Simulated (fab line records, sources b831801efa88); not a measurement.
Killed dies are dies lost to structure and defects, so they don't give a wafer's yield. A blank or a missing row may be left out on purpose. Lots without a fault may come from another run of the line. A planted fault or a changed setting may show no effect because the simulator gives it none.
One fault seen from 2 desks | flow sky130 | each desk has only its own numbers; what lay behind them comes last

THE METROLOGY DESK
What the gauges read, lot by lot, whatever tool the lot ran on: means of the sampled wafers that have a number. A lot is out of limits, marked OUT, if its mean lies more than 4 standard deviations from the usual mean; the brackets give that distance.
Columns: A = VIA4_OVL at SKY_VIA4_OVL_MEAS_11, usual -0.2 nm; B = VIA4_W_RS at SKY_VIA4_RS_MEAS_19, usual 0.2270 ohm/sq; C = VIA4_W_THK at SKY_VIA4_THK_MEAS_20, usual 502 nm
lot  | first seen here | A    | B                | C
L471 | day 43 21:23    | -0.7 | 0.2262           | 492
L482 | day 46 19:23    | 0.2  | 0.1341 (-44) OUT | 834 (+43) OUT
L486 | day 47 17:56    | 1.0  | 0.2301           | 502
L487 | day 47 21:17    | -0.5 | 0.2276           | 497
L494 | day 49 06:15    | 1.0  | 0.2256           | 493
This desk's finding: out of limits on L482; first on L482, day 46 20:22 (VIA4_W_RS at SKY_VIA4_RS_MEAS_19). In limits: L471, L486, L487, L494.

THE TOOL OWNER'S DESK: cvd_w-01
The tool's own readings at SKY_VIA4_CVD_18 (deposits W, target thk 505 nm, time 152.14 s): means of the sampled wafers that have a number, for each lot that ran on this tool. A lot is out of limits, marked OUT, if its mean lies more than 4 standard deviations from the usual mean; the brackets give that distance.
Columns: A = heater_power_w at SKY_VIA4_CVD_18, usual 856 W
lot  | first seen here | A
L482 | day 46 20:13    | 770
L494 | day 49 07:01    | 773
This desk's finding: nothing out of limits on any of the 2 lots.

PUT TOGETHER
The metrology desk could have raised an alarm at day 46 20:22, on L482.
The tool owner's desk saw nothing out of limits.
The tool owner's desk has L482 on record, within its limits.
Of the lots named, all ran SKY_VIA4_CVD_18 on cvd_w-01.

WHAT THE SIMULATOR HAD PUT IN
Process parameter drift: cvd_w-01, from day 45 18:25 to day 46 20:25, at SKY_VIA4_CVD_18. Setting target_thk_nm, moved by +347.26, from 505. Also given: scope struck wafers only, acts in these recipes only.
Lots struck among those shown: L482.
Hours from the fault's start to each desk's first reading out of limits: the metrology desk, 26.
